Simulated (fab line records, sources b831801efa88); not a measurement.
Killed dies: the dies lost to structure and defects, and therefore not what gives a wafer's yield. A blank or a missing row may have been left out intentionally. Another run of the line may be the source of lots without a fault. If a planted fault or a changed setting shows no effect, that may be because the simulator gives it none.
The tool behind it: which one? || flow gf180mcu || Sampling: 13 lots, 39 wafers, 4 of 602 route steps

== WHAT THE GAUGES READ, wafer by wafer ==
GF_STI_BOW_MEAS_00. Usual: INCOMING_BOW gives 0 um (standard deviation 6.1).
{"lot": "L370", "measured": "day 1 15:00", "on": "film metro-03", "INCOMING_BOW (um)": "-12 5 -2", "flag": ""}
{"lot": "L371", "measured": "day 1 20:00", "on": "film metro-01", "INCOMING_BOW (um)": "0 -3 4", "flag": ""}
{"lot": "L372", "measured": "day 2 01:00", "on": "film metro-01", "INCOMING_BOW (um)": "-8 -6 -12", "flag": ""}
{"lot": "L373", "measured": "day 2 06:02", "on": "film metro-03", "INCOMING_BOW (um)": "-1 -7 -5", "flag": ""}
{"lot": "L375", "measured": "day 2 16:01", "on": "film metro-01", "INCOMING_BOW (um)": "-1 6 0", "flag": ""}
{"lot": "L376", "measured": "day 2 21:01", "on": "film metro-03", "INCOMING_BOW (um)": "-7 2 -9", "flag": ""}
{"lot": "L386", "measured": "day 4 23:00", "on": "film metro-02", "INCOMING_BOW (um)": "-3 -5 -2", "flag": ""}
{"lot": "L387", "measured": "day 5 04:02", "on": "film metro-02", "INCOMING_BOW (um)": "-2 1 8", "flag": ""}
{"lot": "L388", "measured": "day 5 09:02", "on": "film metro-03", "INCOMING_BOW (um)": "7 -1 8", "flag": ""}
{"lot": "L389", "measured": "day 5 14:01", "on": "film metro-03", "INCOMING_BOW (um)": "-11 0 -7", "flag": ""}
{"lot": "L390", "measured": "day 5 19:01", "on": "film metro-02", "INCOMING_BOW (um)": "-14 4 -2", "flag": ""}
{"lot": "L391", "measured": "day 6 00:00", "on": "film metro-02", "INCOMING_BOW (um)": "-3 3 9", "flag": ""}
{"lot": "L392", "measured": "day 6 05:02", "on": "film metro-03", "INCOMING_BOW (um)": "-1 3 0", "flag": ""}

GF_STI_CD_MEAS_12: the cd target is 220 nm. Usual: 220.2 nm for cd nm, sd 1.2.
{"lot": "L370", "measured": "day 2 06:09", "on": "cd sem-01", "cd nm (nm)": "220.7 219.3 219.7", "flag": ""}
{"lot": "L371", "measured": "day 2 11:52", "on": "cd sem-01", "cd nm (nm)": "221.2 220.9 222.4", "flag": ""}
{"lot": "L372", "measured": "day 2 16:00", "on": "cd sem-02", "cd nm (nm)": "218.6 221.4 219.1", "flag": ""}
{"lot": "L373", "measured": "day 2 21:47", "on": "cd sem-02", "cd nm (nm)": "221.0 221.9 221.9", "flag": ""}
{"lot": "L375", "measured": "day 3 07:56", "on": "cd sem-02", "cd nm (nm)": "220.3 219.5 220.5", "flag": ""}
{"lot": "L376", "measured": "day 3 12:54", "on": "cd sem-02", "cd nm (nm)": "175.3 174.9 175.6", "flag": "OFF"}
{"lot": "L386", "measured": "day 5 20:19", "on": "cd sem-02", "cd nm (nm)": "219.3 219.0 219.4", "flag": ""}
{"lot": "L387", "measured": "day 5 22:58", "on": "cd sem-02", "cd nm (nm)": "218.8 219.1 218.5", "flag": ""}
{"lot": "L388", "measured": "day 6 03:01", "on": "cd sem-01", "cd nm (nm)": "221.8 221.5 220.7", "flag": ""}
{"lot": "L389", "measured": "day 6 07:12", "on": "cd sem-01", "cd nm (nm)": "221.3 222.2 222.1", "flag": ""}
{"lot": "L390", "measured": "day 6 15:12", "on": "cd sem-01", "cd nm (nm)": "220.6 221.2 220.2", "flag": ""}
{"lot": "L391", "measured": "day 6 19:54", "on": "cd sem-02", "cd nm (nm)": "217.1 218.0 217.7", "flag": ""}
{"lot": "L392", "measured": "day 7 00:29", "on": "cd sem-01", "cd nm (nm)": "219.3 218.9 218.6", "flag": ""}

GF_MVPSD_TW_MEAS_11. Usual: MVPSD_TW gives 557.2 (standard deviation 2.8).
{"lot": "L370", "measured": "day 5 05:56", "on": "film metro-04", "MVPSD_TW": "551.4 555.1 557.7", "flag": ""}
{"lot": "L371", "measured": "day 5 12:07", "on": "film metro-03", "MVPSD_TW": "557.4 555.0 556.3", "flag": ""}
{"lot": "L372", "measured": "day 5 16:36", "on": "film metro-04", "MVPSD_TW": "554.1 553.5 556.0", "flag": ""}
{"lot": "L373", "measured": "day 5 22:41", "on": "film metro-03", "MVPSD_TW": "557.7 554.7 554.9", "flag": ""}
{"lot": "L375", "measured": "day 6 11:38", "on": "film metro-03", "MVPSD_TW": "561.9 556.5 559.9", "flag": ""}
{"lot": "L386", "measured": "day 9 08:25", "on": "film metro-01", "MVPSD_TW": "557.1 557.2 553.7", "flag": ""}
{"lot": "L387", "measured": "day 9 11:02", "on": "film metro-01", "MVPSD_TW": "559.2 558.0 556.4", "flag": ""}
{"lot": "L388", "measured": "day 9 17:32", "on": "film metro-04", "MVPSD_TW": "561.5 557.3 561.9", "flag": ""}
{"lot": "L389", "measured": "day 9 23:20", "on": "film metro-03", "MVPSD_TW": "555.9 557.0 560.1", "flag": ""}
{"lot": "L390", "measured": "day 10 14:33", "on": "film metro-03", "MVPSD_TW": "561.2 558.6 557.9", "flag": ""}
{"lot": "L391", "measured": "day 10 13:49", "on": "film metro-04", "MVPSD_TW": "555.0 559.0 558.9", "flag": ""}
{"lot": "L392", "measured": "day 11 01:59", "on": "film metro-03", "MVPSD_TW": "558.6 558.1 556.4", "flag": ""}

== EACH LOT AND THE TOOL THAT RAN IT (in order: tool; ch and the chambers of the sampled wafers; start) ==
{"lot": "L370", "GF_STI_EXPOSE_09": "krf scanner-02 ch 0, day 2 00:41"}
{"lot": "L371", "GF_STI_EXPOSE_09": "krf scanner-01 ch 0, day 2 05:41"}
{"lot": "L372", "GF_STI_EXPOSE_09": "krf scanner-02 ch 0, day 2 10:59"}
{"lot": "L373", "GF_STI_EXPOSE_09": "krf scanner-01 ch 0, day 2 15:31"}
{"lot": "L375", "GF_STI_EXPOSE_09": "krf scanner-02 ch 0, day 3 01:51"}
{"lot": "L376", "GF_STI_EXPOSE_09": "krf scanner-01 ch 0, day 3 06:27"}
{"lot": "L386", "GF_STI_EXPOSE_09": "krf scanner-02 ch 0, day 5 12:45"}
{"lot": "L387", "GF_STI_EXPOSE_09": "krf scanner-01 ch 0, day 5 16:04"}
{"lot": "L388", "GF_STI_EXPOSE_09": "krf scanner-01 ch 0, day 5 20:00"}
{"lot": "L389", "GF_STI_EXPOSE_09": "krf scanner-02 ch 0, day 6 00:05"}
{"lot": "L390", "GF_STI_EXPOSE_09": "krf scanner-01 ch 0, day 6 07:57"}
{"lot": "L391", "GF_STI_EXPOSE_09": "krf scanner-02 ch 0, day 6 12:37"}
{"lot": "L392", "GF_STI_EXPOSE_09": "krf scanner-02 ch 0, day 6 17:00"}
- GF_STI_EXPOSE_09: exposes mask COMP, target cd 220 nm.

== AS READ BY THE TOOLS THEMSELVES (means over the sampled wafers that have a number; for cases with no such wafer, the mark the record gives instead) ==
GF_STI_EXPOSE_09. Usual: 0.0 nm for focus offset nm, sd 0.51.
{"lot": "L370", "tool": "krf scanner-02", "focus offset nm (nm)": 0.0, "flag": ""}
{"lot": "L371", "tool": "krf scanner-01", "focus offset nm (nm)": -0.1, "flag": ""}
{"lot": "L372", "tool": "krf scanner-02", "focus offset nm (nm)": 0.1, "flag": ""}
{"lot": "L373", "tool": "krf scanner-01", "focus offset nm (nm)": 0.3, "flag": ""}
{"lot": "L375", "tool": "krf scanner-02", "focus offset nm (nm)": -0.4, "flag": ""}
{"lot": "L376", "tool": "krf scanner-01", "focus offset nm (nm)": 0.2, "flag": ""}
{"lot": "L386", "tool": "krf scanner-02", "focus offset nm (nm)": 0.6, "flag": ""}
{"lot": "L387", "tool": "krf scanner-01", "focus offset nm (nm)": 0.1, "flag": ""}
{"lot": "L388", "tool": "krf scanner-01", "focus offset nm (nm)": -0.6, "flag": ""}
{"lot": "L389", "tool": "krf scanner-02", "focus offset nm (nm)": 0.1, "flag": ""}
{"lot": "L390", "tool": "krf scanner-01", "focus offset nm (nm)": -0.2, "flag": ""}
{"lot": "L391", "tool": "krf scanner-02", "focus offset nm (nm)": -0.3, "flag": ""}
{"lot": "L392", "tool": "krf scanner-02", "focus offset nm (nm)": -0.3, "flag": ""}

== THE ANSWER, worked out from the rows above alone ==
Rule: a lot is off if the mean of its wafers that have a number lies more than 3 standard deviations from the usual mean. Also off: a lot with no number at a reading for which 4 or more lots have one. Any other lot the step has rows for is counted as sound. Order of review: gauges by route order, followed by the tools' own readings, for which a lot's mean as printed above is used. At the first step where some lot is off, the reading lying furthest off is the one used; lots without a number count as furthest.
Off: L376 (GF_STI_CD_MEAS_12, cd nm).
A tool fits if, at a process step before that reading, it ran every lot that is off, and no sound lot after the first of them. Gauges at GF_STI_CD_MEAS_12: tried the same way as those tools. No candidate that was tried fits.

== WHAT WAS PUT IN BY THE SIMULATOR ==
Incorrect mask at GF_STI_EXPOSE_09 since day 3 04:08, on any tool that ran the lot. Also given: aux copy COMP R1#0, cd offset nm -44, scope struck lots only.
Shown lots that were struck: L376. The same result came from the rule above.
